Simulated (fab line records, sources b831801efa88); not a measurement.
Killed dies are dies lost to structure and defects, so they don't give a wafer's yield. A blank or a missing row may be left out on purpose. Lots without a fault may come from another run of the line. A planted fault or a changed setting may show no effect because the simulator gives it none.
Which tool did it? | flow gf180mcu | 15 lots, 45 wafers sampled, at 5 steps of a route of 602

WHAT THE GAUGES READ, wafer by wafer
The record holds no reading of a measuring or inspecting step that can be judged against a usual standard deviation.

WHICH TOOL RAN EACH LOT (tool, then ch and the chambers of the sampled wafers, then the start)
lot  | GF_MIM_SPUTTER_07            | GF_M5_ETCH_09                      | GF_M5_METAL_ETCH_10               | GF_V5_ETCH_17                      | GF_V5_STRIP_18
L128 | pvd_sputter-02, day 25 05:40 | rie_diel-04 ch 0,1,2, day 27 00:29 | rie_metal-01 ch 0,1, day 27 00:31 | rie_diel-04 ch 0,2,3, day 27 21:00 | plasma_asher-02 ch 0,1, day 27 22:04
L129 | pvd_sputter-02, day 25 16:58 | rie_diel-01 ch 1,2, day 27 10:41   | rie_metal-02 ch 0,1, day 27 10:45 | rie_diel-04 ch 0,1, day 28 07:00   | plasma_asher-02 ch 0,1, day 28 07:55
L130 | pvd_sputter-01, day 25 21:59 | rie_diel-03 ch 1,2,3, day 27 14:25 | rie_metal-03 ch 0,1, day 27 14:26 | rie_diel-02 ch 0,2, day 28 12:00   | plasma_asher-01 ch 0,1, day 28 12:14
L132 | pvd_sputter-02, day 26 13:11 | rie_diel-03 ch 0,1,3, day 28 05:31 | rie_metal-02 ch 0,1, day 28 05:33 | rie_diel-04 ch 0,1,3, day 29 02:00 | plasma_asher-03 ch 0,1, day 29 02:46
L133 | pvd_sputter-04, day 27 03:27 | rie_diel-03 ch 1,2,3, day 28 19:31 | rie_metal-01 ch 0,1, day 28 19:32 | rie_diel-04 ch 2,3, day 29 16:00   | plasma_asher-03 ch 0,1, day 29 16:17
L134 | pvd_sputter-02, day 27 05:22 | rie_diel-03 ch 2,3, day 28 22:20   | rie_metal-03 ch 0,1, day 28 22:22 | rie_diel-04 ch 1,2, day 29 18:00   | plasma_asher-03 ch 0,1, day 29 18:42
L136 | pvd_sputter-04, day 27 20:14 | rie_diel-04 ch 1,3, day 29 10:49   | rie_metal-02 ch 1, day 29 10:50   | rie_diel-02 ch 2,3, day 30 06:00   | plasma_asher-03 ch 0,1, day 30 06:53
L137 | pvd_sputter-01, day 28 05:49 | rie_diel-01 ch 2,3, day 29 21:07   | rie_metal-01 ch 0,1, day 29 21:11 | rie_diel-04 ch 1,2, day 30 16:00   | plasma_asher-02 ch 0,1, day 30 16:53
L138 | pvd_sputter-01, day 28 14:24 | rie_diel-04 ch 0,1,2, day 30 04:41 | rie_metal-02 ch 1, day 30 04:43   | rie_diel-02 ch 0,1,3, day 30 23:00 | plasma_asher-03 ch 0,1, day 30 23:50
L144 | pvd_sputter-04, day 30 06:46 | rie_diel-03 ch 0,1, day 31 18:34   | rie_metal-01 ch 0,1, day 31 18:35 | rie_diel-04 ch 0,1, day 32 12:00   | plasma_asher-03 ch 1, day 32 12:54
L145 | pvd_sputter-02, day 30 17:41 | rie_diel-04 ch 0,1,3, day 32 05:13 | rie_metal-03 ch 0,1, day 32 05:14 | rie_diel-04 ch 1,2,3, day 32 22:00 | plasma_asher-03 ch 0,1, day 32 22:44
L146 | pvd_sputter-01, day 30 19:48 | rie_diel-01 ch 0,1, day 32 06:50   | rie_metal-01 ch 0,1, day 32 06:52 | rie_diel-01 ch 1,3, day 33 00:00   | plasma_asher-03 ch 0,1, day 33 00:47
L147 | pvd_sputter-02, day 30 22:44 | rie_diel-03 ch 1,3, day 32 09:16   | rie_metal-03 ch 0,1, day 32 09:17 | rie_diel-01 ch 0,2,3, day 33 03:00 | plasma_asher-03 ch 0,1, day 33 03:47
L148 | pvd_sputter-02, day 31 08:07 | rie_diel-04 ch 1,2,3, day 32 19:34 | rie_metal-02 ch 0,1, day 32 19:35 | rie_diel-02 ch 0,2,3, day 33 13:00 | plasma_asher-03 ch 0,1, day 33 13:16
L149 | pvd_sputter-02, day 31 16:35 | rie_diel-03 ch 1,2, day 33 02:37   | rie_metal-01 ch 0,1, day 33 02:38 | rie_diel-01 ch 1,2,3, day 33 19:00 | plasma_asher-01 ch 0,1, day 33 19:44
- GF_MIM_SPUTTER_07: material TiN, target thk 60 nm, time 50 s.
- GF_M5_ETCH_09: etches Si3N4 in CF4/O2, target depth 52 nm, time 11.6 s.
- GF_M5_METAL_ETCH_10: etches the open film in Cl2/BCl3, stops on SiO2, target depth 627.5 nm, time 104.6 s.
- GF_V5_ETCH_17: etches SiO2 in C4F8/O2/Ar, stops on TiN, target depth 855 nm.
- GF_V5_STRIP_18: strips in O2/N2.

WHAT THE TOOLS THEMSELVES READ (means of the sampled wafers that have a number; where no wafer has one, the mark that the record gives instead)
GF_MIM_SPUTTER_07. Usual: throttle_valve_pct 30.3 %, standard deviation 0.95.
lot  | tool           | throttle_valve_pct (%) | flag
L128 | pvd_sputter-02 | 30.2                   |
L129 | pvd_sputter-02 | 30.2                   |
L130 | pvd_sputter-01 | 29.1                   |
L132 | pvd_sputter-02 | 30.1                   |
L133 | pvd_sputter-04 | 30.4                   |
L134 | pvd_sputter-02 | 29.8                   |
L136 | pvd_sputter-04 | 30.7                   |
L137 | pvd_sputter-01 | 30.1                   |
L138 | pvd_sputter-01 | 30.2                   |
L144 | pvd_sputter-04 | 31.2                   |
L145 | pvd_sputter-02 | 30.6                   |
L146 | pvd_sputter-01 | 29.9                   |
L147 | pvd_sputter-02 | 30.5                   |
L148 | pvd_sputter-02 | 30.5                   |
L149 | pvd_sputter-02 | 30.4                   |

GF_M5_ETCH_09. Usual: O2_flow_sccm 10.00 sccm, standard deviation 0.032; bias_w 150.0 W, standard deviation 0.46; chamber_pressure_mTorr 149.99 mTorr, standard deviation 0.13; drypump_motor_current_A 5.9 A, standard deviation 0.52; oes_product_au 0.999 a.u., standard deviation 0.0067; rf_fwd_power_W 785 W, standard deviation 4.6; throttle_valve_pct 5.970 %, standard deviation 0.0087.
lot  | tool        | O2_flow_sccm (sccm) | bias_w (W) | chamber_pressure_mTorr (mTorr) | drypump_motor_current_A (A) | oes_product_au (a.u.) | rf_fwd_power_W (W) | throttle_valve_pct (%) | flag
L128 | rie_diel-04 | 9.98                | 149.9      | 150.06                         | 5.6                         | 0.992                 | 785                | 5.973                  |
L129 | rie_diel-01 | 10.01               | 150.2      | 149.94                         | 5.6                         | 1.001                 | 784                | 5.971                  |
L130 | rie_diel-03 | 10.01               | 149.9      | 149.89                         | 6.1                         | 0.993                 | 787                | 5.974                  |
L132 | rie_diel-03 | 9.98                | 149.7      | 150.09                         | 5.9                         | 1.000                 | 789                | 5.969                  |
L133 | rie_diel-03 | 10.01               | 150.2      | 150.05                         | 6.1                         | 0.996                 | 789                | 5.965                  |
L134 | rie_diel-03 | 10.05               | 149.9      | 150.02                         | 6.1                         | 1.003                 | 791                | 5.971                  |
L136 | rie_diel-04 | 10.03               | 149.7      | 150.16                         | 5.9                         | 0.998                 | 782                | 5.968                  |
L137 | rie_diel-01 | 10.00               | 150.2      | 149.96                         | 5.6                         | 1.007                 | 784                | 5.966                  |
L138 | rie_diel-04 | 9.99                | 149.4      | 150.01                         | 5.6                         | 0.996                 | 786                | 5.973                  |
L144 | rie_diel-03 | 9.98                | 150.0      | 149.87                         | 6.0                         | 1.004                 | 789                | 5.970                  |
L145 | rie_diel-04 | 10.01               | 149.9      | 149.94                         | 5.8                         | 1.000                 | 781                | 5.967                  |
L146 | rie_diel-01 | 10.02               | 150.6      | 149.95                         | 5.3                         | 1.002                 | 785                | 5.971                  |
L147 | rie_diel-03 | 9.98                | 149.9      | 149.96                         | 6.2                         | 0.994                 | 784                | 5.960                  |
L148 | rie_diel-04 | 10.00               | 150.1      | 150.00                         | 5.7                         | 0.996                 | 781                | 5.964                  |
L149 | rie_diel-03 | 10.01               | 149.6      | 149.94                         | 6.4                         | 0.998                 | 788                | 5.962                  |

GF_M5_METAL_ETCH_10. Usual: bcl3_flow_sccm 39.97 sccm, standard deviation 0.13; bias_w 140.1 W, standard deviation 0.41; chamber_pressure_mTorr 8.000 mTorr, standard deviation 0.0098; drypump_motor_current_A 5.6 A, standard deviation 0.49; oes_product_au 0.971 a.u., standard deviation 0.006; rf_fwd_power_W 795.0 W, standard deviation 3; throttle_valve_pct 28.250 %, standard deviation 0.01.
lot  | tool         | bcl3_flow_sccm (sccm) | bias_w (W) | chamber_pressure_mTorr (mTorr) | drypump_motor_current_A (A) | oes_product_au (a.u.) | rf_fwd_power_W (W) | throttle_valve_pct (%) | flag
L128 | rie_metal-01 | 40.15                 | 140.6      | 7.999                          | 5.3                         | 0.980                 | 796.7              | 28.249                 |
L129 | rie_metal-02 | 39.94                 | 140.0      | 8.004                          | 5.9                         | 0.974                 | 793.4              | 28.252                 |
L130 | rie_metal-03 | 39.90                 | 139.9      | 7.994                          | 5.4                         | 0.970                 | 793.2              | 28.257                 |
L132 | rie_metal-02 | 39.93                 | 140.3      | 8.005                          | 5.9                         | 0.976                 | 794.1              | 28.245                 |
L133 | rie_metal-01 | 39.86                 | 140.4      | 8.009                          | 5.3                         | 0.965                 | 797.1              | 28.251                 |
L134 | rie_metal-03 | 40.09                 | 140.1      | 8.000                          | 5.5                         | 0.976                 | 794.0              | 28.242                 |
L136 | rie_metal-02 | 40.08                 | 140.1      | 7.997                          | 6.1                         | 0.972                 | 796.1              | 28.254                 |
L137 | rie_metal-01 | 40.03                 | 140.5      | 7.999                          | 5.7                         | 0.968                 | 800.6              | 28.254                 |
L138 | rie_metal-02 | 39.85                 | 140.2      | 8.000                          | 6.2                         | 0.965                 | 794.9              | 28.253                 |
L144 | rie_metal-01 | 40.06                 | 140.5      | 8.003                          | 5.3                         | 0.964                 | 797.3              | 28.247                 |
L145 | rie_metal-03 | 40.05                 | 139.9      | 7.998                          | 5.3                         | 0.972                 | 792.6              | 28.244                 |
L146 | rie_metal-01 | 40.05                 | 139.7      | 7.993                          | 5.7                         | 0.978                 | 794.6              | 28.238                 |
L147 | rie_metal-03 | 39.90                 | 139.9      | 8.002                          | 5.5                         | 0.971                 | 792.4              | 28.252                 |
L148 | rie_metal-02 | 39.91                 | 140.0      | 8.006                          | 5.8                         | 0.976                 | 795.9              | 28.246                 |
L149 | rie_metal-01 | 39.85                 | 140.0      | 8.004                          | 5.3                         | 0.970                 | 795.3              | 28.261                 |

GF_V5_ETCH_17. Usual: bias_w 1200 W, standard deviation 3.8; chamber_pressure_mTorr 40.00 mTorr, standard deviation 0.036; oes_product_au 0.859 a.u., standard deviation 0.0041; rf_fwd_power_W 1494 W, standard deviation 4.9.
lot  | tool        | bias_w (W) | chamber_pressure_mTorr (mTorr) | oes_product_au (a.u.) | rf_fwd_power_W (W) | flag
L128 | rie_diel-04 | 1199       | 39.99                          | 0.859                 | 1492               |
L129 | rie_diel-04 | 1198       | 40.01                          | 0.859                 | 1496               |
L130 | rie_diel-02 | 1199       | 40.02                          | 0.862                 | 1502               |
L132 | rie_diel-04 | 1196       | 40.00                          | 0.857                 | 1493               |
L133 | rie_diel-04 | 1205       | 40.02                          | 0.858                 | 1492               |
L134 | rie_diel-04 | 1201       | 40.00                          | 0.861                 | 1499               |
L136 | rie_diel-02 | -          | -                              | -                     | -                  | OFF
L137 | rie_diel-04 | -          | -                              | -                     | -                  | OFF
L138 | rie_diel-02 | -          | -                              | -                     | -                  | OFF
L144 | rie_diel-04 | 1203       | 39.98                          | 0.857                 | 1499               |
L145 | rie_diel-04 | 1203       | 39.99                          | 0.863                 | 1488               |
L146 | rie_diel-01 | 1199       | 39.99                          | 0.859                 | 1489               |
L147 | rie_diel-01 | 1198       | 39.98                          | 0.857                 | 1492               |
L148 | rie_diel-02 | 1197       | 39.99                          | 0.859                 | 1497               |
L149 | rie_diel-01 | 1203       | 40.02                          | 0.859                 | 1496               |

GF_V5_STRIP_18. Usual: chamber_pressure_mTorr 1500.0 mTorr, standard deviation 1.2; drypump_motor_current_A 5.9 A, standard deviation 0.37; heater_power_w 365 W, standard deviation 27; oes_product_au 0.568 a.u., standard deviation 0.0045.
lot  | tool            | chamber_pressure_mTorr (mTorr) | drypump_motor_current_A (A) | heater_power_w (W) | oes_product_au (a.u.) | flag
L128 | plasma_asher-02 | 1499.5                         | 6.2                         | 337                | 0.573                 |
L129 | plasma_asher-02 | 1499.0                         | 6.2                         | 337                | 0.570                 |
L130 | plasma_asher-01 | 1499.6                         | 5.7                         | 342                | 0.571                 |
L132 | plasma_asher-03 | 1500.7                         | 5.6                         | 381                | 0.566                 |
L133 | plasma_asher-03 | 1499.4                         | 5.7                         | 391                | 0.573                 |
L134 | plasma_asher-03 | 1500.3                         | 5.7                         | 389                | 0.568                 |
L136 | plasma_asher-03 | 1500.0                         | 5.6                         | 388                | 0.663                 | OFF
L137 | plasma_asher-02 | 1500.3                         | 6.3                         | 336                | 0.672                 | OFF
L138 | plasma_asher-03 | 1499.8                         | 5.7                         | 390                | 0.666                 | OFF
L144 | plasma_asher-03 | 1499.3                         | 5.8                         | 398                | 0.569                 |
L145 | plasma_asher-03 | 1499.9                         | 5.7                         | 392                | 0.567                 |
L146 | plasma_asher-03 | 1500.7                         | 5.6                         | 379                | 0.568                 |
L147 | plasma_asher-03 | 1500.4                         | 5.5                         | 382                | 0.564                 |
L148 | plasma_asher-03 | 1499.8                         | 5.6                         | 387                | 0.571                 |
L149 | plasma_asher-01 | 1498.8                         | 5.7                         | 346                | 0.569                 |

THE ANSWER, worked out from the rows above alone
Rule: a lot is off if the mean of its wafers that have a number lies more than 3 standard deviations from the usual mean. A lot without any number at a reading at which 4 lots or more have one is off too. The other lots that the step has rows for count as sound. The gauges are gone through in route order, then the tools' own readings, and for those a lot's mean is taken as printed above. The first step at which some lot is off is used, and at that step the reading that is off furthest; a lot without a number counts as furthest.
Off: L136, L137, L138, at GF_V5_ETCH_17 (bias_w). Without a number there: L136, L137, L138.
A tool fits if, at that step or a process step before it, it ran every lot that is off, and no sound lot after the first of them. None of those tried fits.

WHAT THE SIMULATOR HAD PUT IN
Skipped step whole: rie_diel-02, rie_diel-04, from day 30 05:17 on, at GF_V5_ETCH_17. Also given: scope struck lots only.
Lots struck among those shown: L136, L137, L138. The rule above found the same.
